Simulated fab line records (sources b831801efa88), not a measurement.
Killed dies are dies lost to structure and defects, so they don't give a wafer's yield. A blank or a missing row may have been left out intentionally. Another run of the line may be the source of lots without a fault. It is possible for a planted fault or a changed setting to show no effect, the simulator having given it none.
Which tool was responsible? + flow gf180mcu + 72 wafers from 24 lots sampled at 6 of the route's 602 steps

WHAT THE GAUGES SHOWED, per wafer
GF_V1_OVL_MEAS_15.
| lot  | measured     | on         | V1_OVL (nm) |
|------|--------------|------------|-------------|
| L074 | day 17 19:54 | overlay-01 | -2 3 6      |
| L075 | day 18 01:59 | overlay-02 | -2 -4 -5    |
| L076 | day 18 11:45 | overlay-02 | 3 7 -1      |
| L077 | day 19 22:54 | overlay-02 | 2 -3 5      |
| L078 | day 19 16:53 | overlay-01 | -13 -13 -11 |
| L079 | day 20 13:20 | overlay-01 | 13 5 6      |
| L080 | day 21 03:13 | overlay-02 | 7 6 0       |
| L081 | day 21 17:06 | overlay-01 | 8 11 8      |
| L082 | day 21 13:53 | overlay-01 | -2 8 -3     |
| L083 | day 22 08:18 | overlay-02 | 0 15 -1     |
| L084 | day 22 12:28 | overlay-02 | 1 1 -1      |
| L085 | day 22 15:05 | overlay-01 | -1 1 -5     |
| L086 | day 22 23:17 | overlay-01 | 9 5 6       |
| L087 | day 23 02:36 | overlay-02 | -3 -6 -6    |
| L088 | day 23 10:32 | overlay-02 | -7 -4 -3    |
| L089 | day 23 22:44 | overlay-01 | 12 9 10     |
| L090 | day 24 07:34 | overlay-02 | 0 1 0       |
| L091 | day 24 08:11 | overlay-01 | 8 -4 2      |
| L092 | day 24 17:07 | overlay-02 | 4 -4 1      |
| L093 | day 25 00:56 | overlay-01 | -6 -3 1     |
| L094 | day 25 09:46 | overlay-01 | -8 -14 -1   |
| L095 | day 25 10:46 | overlay-01 | -2 -7 -5    |
| L096 | day 25 19:34 | overlay-01 | 7 3 10      |
| L097 | day 26 02:41 | overlay-01 | 2 -1 6      |

GF_V2_OVL_MEAS_15.
| lot  | measured     | on         | V2_OVL (nm) |
|------|--------------|------------|-------------|
| L074 | day 20 00:02 | overlay-01 | 2 1 0       |
| L075 | day 20 04:38 | overlay-02 | 2 4 8       |
| L076 | day 20 14:23 | overlay-01 | -4 -5 -3    |
| L077 | day 22 02:05 | overlay-02 | -2 -4 -7    |
| L078 | day 21 19:41 | overlay-01 | -7 3 2      |
| L079 | day 22 16:25 | overlay-02 | -5 -13 -5   |
| L080 | day 23 05:29 | overlay-02 | -4 -1 5     |
| L081 | day 23 18:40 | overlay-01 | 4 4 0       |
| L082 | day 23 15:19 | overlay-02 | 4 0 9       |
| L083 | day 24 09:26 | overlay-02 | 0 -1 -2     |
| L084 | day 24 12:22 | overlay-02 | 0 -3 1      |
| L085 | day 24 14:47 | overlay-02 | 3 1 1       |
| L086 | day 24 22:04 | overlay-01 | -4 -2 8     |
| L087 | day 25 02:11 | overlay-01 | 0 1 -2      |
| L088 | day 25 08:49 | overlay-01 | -1 0 -6     |
| L089 | day 25 20:58 | overlay-01 | -4 -2 4     |
| L090 | day 26 04:59 | overlay-01 | -9 -5 -1    |
| L091 | day 26 05:55 | overlay-01 | -4 -1 0     |
| L092 | day 26 14:13 | overlay-02 | 10 6 -3     |
| L093 | day 26 20:41 | overlay-02 | -1 -6 -6    |
| L094 | day 27 06:16 | overlay-01 | -9 -7 -6    |
| L095 | day 27 06:58 | overlay-02 | -6 -7 -5    |
| L096 | day 27 15:02 | overlay-02 | -6 -8 -8    |
| L097 | day 27 22:46 | overlay-02 | -9 -4 3     |

GF_V4_BOW_MEAS_05.
| lot  | measured     | on            | V4_BOW (um) |
|------|--------------|---------------|-------------|
| L074 | day 23 05:02 | film-metro-01 | 126 136 131 |
| L075 | day 23 10:13 | film-metro-04 | 138 137 137 |
| L076 | day 23 20:11 | film-metro-03 | 140 138 140 |
| L077 | day 25 03:52 | film-metro-03 | 147 146 143 |
| L078 | day 24 21:44 | film-metro-01 | 147 138 138 |
| L079 | day 25 16:37 | film-metro-01 | 145 144 140 |
| L080 | day 26 04:43 | film-metro-04 | 113 132 112 |
| L081 | day 26 17:05 | film-metro-01 | 128 129 126 |
| L082 | day 26 14:23 | film-metro-03 | 125 126 139 |
| L083 | day 27 06:04 | film-metro-01 | 134 137 124 |
| L084 | day 27 08:07 | film-metro-03 | 124 131 132 |
| L085 | day 27 10:34 | film-metro-03 | 142 118 120 |
| L086 | day 27 18:22 | film-metro-01 | 140 131 146 |
| L087 | day 27 23:19 | film-metro-01 | 136 129 133 |
| L088 | day 28 03:16 | film-metro-04 | 140 129 156 |
| L089 | day 28 14:45 | film-metro-04 | 133 128 128 |
| L090 | day 28 23:07 | film-metro-03 | 123 122 128 |
| L091 | day 28 23:12 | film-metro-04 | 128 126 124 |
| L092 | day 29 06:35 | film-metro-01 | 135 134 156 |
| L093 | day 29 12:59 | film-metro-04 | 141 147 149 |
| L094 | day 29 20:59 | film-metro-04 | 134 138 135 |
| L095 | day 29 23:02 | film-metro-04 | 128 136 132 |
| L096 | day 30 06:15 | film-metro-01 | 136 117 126 |
| L097 | day 30 11:14 | film-metro-03 | 149 139 150 |

GF_TOP_METAL_CD_MEAS_14: the cd target is 440 nm.
| lot  | measured     | on        | cd-nm (nm)        |
|------|--------------|-----------|-------------------|
| L074 | day 27 21:34 | cd-sem-01 | 434.2 432.1 435.0 |
| L075 | day 28 00:31 | cd-sem-02 | 440.3 441.2 439.8 |
| L076 | day 28 10:02 | cd-sem-02 | 442.6 445.1 445.3 |
| L077 | day 29 11:30 | cd-sem-02 | 440.0 439.8 439.4 |
| L078 | day 29 07:21 | cd-sem-01 | 436.1 433.4 434.8 |
| L079 | day 30 01:03 | cd-sem-02 | 442.2 440.8 443.3 |
| L080 | day 30 10:27 | cd-sem-02 | 438.1 436.3 438.0 |
| L081 | day 30 22:39 | cd-sem-01 | 442.5 439.8 440.8 |
| L082 | day 30 18:31 | cd-sem-02 | 437.5 436.7 437.8 |
| L083 | day 31 08:35 | cd-sem-02 | 439.3 438.6 437.9 |
| L084 | day 31 11:10 | cd-sem-01 | 440.8 439.1 440.5 |
| L085 | day 31 14:05 | cd-sem-02 | 441.2 440.1 442.2 |
| L086 | day 31 21:23 | cd-sem-01 | 433.9 437.9 437.3 |
| L087 | day 32 01:13 | cd-sem-01 | 442.5 442.0 444.2 |
| L088 | day 32 03:02 | cd-sem-01 | 441.2 443.0 441.2 |
| L089 | day 32 14:56 | cd-sem-02 | 442.1 439.7 441.7 |
| L090 | day 32 21:01 | cd-sem-02 | 438.2 437.7 439.3 |
| L091 | day 32 21:17 | cd-sem-01 | 437.1 436.8 435.3 |
| L092 | day 33 05:15 | cd-sem-01 | 442.0 442.6 441.8 |
| L093 | day 33 09:47 | cd-sem-02 | 440.1 440.7 442.8 |
| L094 | day 33 15:46 | cd-sem-02 | 438.7 439.7 439.0 |
| L095 | day 33 17:49 | cd-sem-02 | 442.4 442.3 443.1 |
| L096 | day 34 00:16 | cd-sem-02 | 437.0 440.7 438.3 |
| L097 | day 34 04:15 | cd-sem-02 | 439.4 440.2 441.2 |

WHICH TOOL RAN EACH LOT (tool, then ch and the chambers of the sampled wafers, then the start)
| lot  | GF_STI_ETCH_14                  | GF_V1_CMP_04                  |
|------|---------------------------------|-------------------------------|
| L074 | rie-si-02 ch 1,2, day 2 01:09   | cmp-02 ch 2,3, day 16 20:30   |
| L075 | rie-si-01 ch 1,2,3, day 2 06:19 | cmp-02 ch 2,3, day 17 02:30   |
| L076 | rie-si-01 ch 0,1,2, day 2 11:37 | cmp-01 ch 0,3, day 17 12:23   |
| L077 | rie-si-01 ch 0,1,3, day 2 17:34 | cmp-02 ch 0,2,3, day 18 22:20 |
| L078 | rie-si-01 ch 0,1,3, day 2 22:16 | cmp-02 ch 1,2,3, day 18 15:49 |
| L079 | rie-si-02 ch 1,2, day 3 02:57   | cmp-01 ch 1,2,3, day 19 12:59 |
| L080 | rie-si-02 ch 2,3, day 3 11:30   | cmp-02 ch 1,2,3, day 20 02:45 |
| L081 | rie-si-02 ch 0,2, day 3 18:36   | cmp-02 ch 1,3, day 20 16:30   |
| L082 | rie-si-01 ch 2,3, day 3 18:49   | cmp-01 ch 0,1,3, day 20 14:00 |
| L083 | rie-si-02 ch 0,1,2, day 4 03:30 | cmp-02 ch 1,3, day 21 08:10   |
| L084 | rie-si-02 ch 0,1, day 4 09:12   | cmp-01 ch 1,2,3, day 21 12:29 |
| L085 | rie-si-02 ch 1,2, day 4 12:52   | cmp-01 ch 1,2,3, day 21 14:26 |
| L086 | rie-si-01 ch 1,2, day 4 16:42   | cmp-01 ch 0,2,3, day 21 22:52 |
| L087 | rie-si-01 ch 2,3, day 4 21:49   | cmp-02 ch 1,2, day 22 02:20   |
| L088 | rie-si-02 ch 1,2,3, day 5 03:46 | cmp-02 ch 0,1,2, day 22 11:24 |
| L089 | rie-si-01 ch 1,2,3, day 5 09:06 | cmp-01 ch 0,1,3, day 23 01:34 |
| L090 | rie-si-01 ch 0,1,2, day 5 14:31 | cmp-01 ch 0,3, day 23 08:26   |
| L091 | rie-si-02 ch 0,2,3, day 5 16:46 | cmp-02 ch 0,2,3, day 23 09:01 |
| L092 | rie-si-02 ch 1,3, day 5 22:22   | cmp-01 ch 0,1,3, day 23 18:07 |
| L093 | rie-si-01 ch 0,3, day 6 04:10   | cmp-01 ch 2,3, day 24 02:08   |
| L094 | rie-si-01 ch 0,2, day 6 08:58   | cmp-02 ch 1,2,3, day 24 11:24 |
| L095 | rie-si-02 ch 0,1,3, day 6 14:10 | cmp-02 ch 1,2, day 24 13:22   |
| L096 | rie-si-02 ch 0,1,2, day 6 19:48 | cmp-02 ch 0,1, day 24 21:50   |
| L097 | rie-si-02 ch 0,2, day 7 01:34   | cmp-02 ch 1,2,3, day 25 05:37 |
- GF_STI_ETCH_14: etches Si in HBr/Cl2/O2, target depth 360 nm, time 102.9 s.
- GF_V1_CMP_04: polishes SiO2.

AS READ BY THE TOOLS THEMSELVES (means over the sampled wafers that have a number; for cases with no such wafer, the mark the record gives instead)
GF_STI_ETCH_14.
| lot  | tool      | drypump-motor-current-A (A) | oes-product-au (a.u.) | throttle-valve-pct (%) |
|------|-----------|-----------------------------|-----------------------|------------------------|
| L074 | rie-si-02 | 5.4                         | 1.000                 | 25.652                 |
| L075 | rie-si-01 | 6.1                         | 0.997                 | 25.659                 |
| L076 | rie-si-01 | 6.0                         | 0.993                 | 25.642                 |
| L077 | rie-si-01 | 5.9                         | 0.997                 | 25.671                 |
| L078 | rie-si-01 | 6.0                         | 1.005                 | 25.648                 |
| L079 | rie-si-02 | 5.4                         | 1.000                 | 25.658                 |
| L080 | rie-si-02 | 5.4                         | 1.006                 | 25.662                 |
| L081 | rie-si-02 | 6.0                         | 1.008                 | 25.656                 |
| L082 | rie-si-01 | 6.1                         | 0.994                 | 25.665                 |
| L083 | rie-si-02 | 5.7                         | 1.000                 | 25.649                 |
| L084 | rie-si-02 | 6.2                         | 1.002                 | 25.654                 |
| L085 | rie-si-02 | 5.5                         | 0.994                 | 25.669                 |
| L086 | rie-si-01 | 6.0                         | 1.002                 | 25.649                 |
| L087 | rie-si-01 | 6.1                         | 0.993                 | 25.655                 |
| L088 | rie-si-02 | 5.5                         | 0.997                 | 25.655                 |
| L089 | rie-si-01 | 6.1                         | 1.000                 | 25.656                 |
| L090 | rie-si-01 | 6.1                         | 0.992                 | 25.659                 |
| L091 | rie-si-02 | 5.7                         | 1.000                 | 25.664                 |
| L092 | rie-si-02 | 5.6                         | 0.989                 | 25.661                 |
| L093 | rie-si-01 | 6.0                         | 0.994                 | 25.661                 |
| L094 | rie-si-01 | 6.1                         | 0.987                 | 25.657                 |
| L095 | rie-si-02 | 5.9                         | 1.000                 | 25.656                 |
| L096 | rie-si-02 | 5.7                         | 0.993                 | 25.654                 |
| L097 | rie-si-02 | 6.0                         | 1.011                 | 25.655                 |

GF_V1_CMP_04.
| lot  | tool   | head-pressure-psi (psi) | motor-current-A (A) | time-to-endpoint-s (s) |
|------|--------|-------------------------|---------------------|------------------------|
| L074 | cmp-02 | 3.998                   | 12.3                | 85                     |
| L075 | cmp-02 | 3.990                   | 12.7                | 86                     |
| L076 | cmp-01 | 4.001                   | 12.1                | 78                     |
| L077 | cmp-02 | 3.992                   | 11.9                | 86                     |
| L078 | cmp-02 | 4.002                   | 13.6                | 83                     |
| L079 | cmp-01 | 3.997                   | 11.5                | 78                     |
| L080 | cmp-02 | 4.000                   | 13.5                | 83                     |
| L081 | cmp-02 | 3.999                   | 13.7                | 78                     |
| L082 | cmp-01 | 4.005                   | 11.7                | 79                     |
| L083 | cmp-02 | 4.008                   | 14.0                | 78                     |
| L084 | cmp-01 | 4.003                   | 11.5                | 82                     |
| L085 | cmp-01 | 4.007                   | 11.2                | 84                     |
| L086 | cmp-01 | 4.003                   | 11.8                | 85                     |
| L087 | cmp-02 | 3.997                   | 13.1                | 92                     |
| L088 | cmp-02 | 4.001                   | 12.6                | 83                     |
| L089 | cmp-01 | 4.000                   | 12.0                | 85                     |
| L090 | cmp-01 | 4.004                   | 11.4                | 73                     |
| L091 | cmp-02 | 3.998                   | 11.9                | 88                     |
| L092 | cmp-01 | 4.003                   | 11.6                | 79                     |
| L093 | cmp-01 | 4.002                   | 10.9                | 85                     |
| L094 | cmp-02 | 4.004                   | 13.3                | 83                     |
| L095 | cmp-02 | 3.993                   | 13.0                | 82                     |
| L096 | cmp-02 | 3.999                   | 13.6                | 91                     |
| L097 | cmp-02 | 4.005                   | 13.2                | 87                     |

THE ANSWER, worked out from the rows above alone
Rule: the usual values come from the lots themselves. The widest of any qualifying gaps counts: lots, ordered by their means at a reading, are off when they make up no more than a third of the lots, leave a main group of 4 or more, and stand apart from it by 3 or more times the standard deviation of that group's means. The tables above print the reading to a certain number of digits; a main group whose means all agree to those digits is not used. Also off: a lot with no number at a reading for which 4 or more lots have one. The other lots that the step has rows for count as sound. The gauges are gone through in route order, then the tools' own readings, and for those a lot's mean is taken as printed above. The first step at which some lot is off is used, and at that step the reading that is off furthest; a lot without a number counts as furthest.
None of the lots is off at any reading shown; this tells nothing.

WHAT THE SIMULATOR HAD PUT IN
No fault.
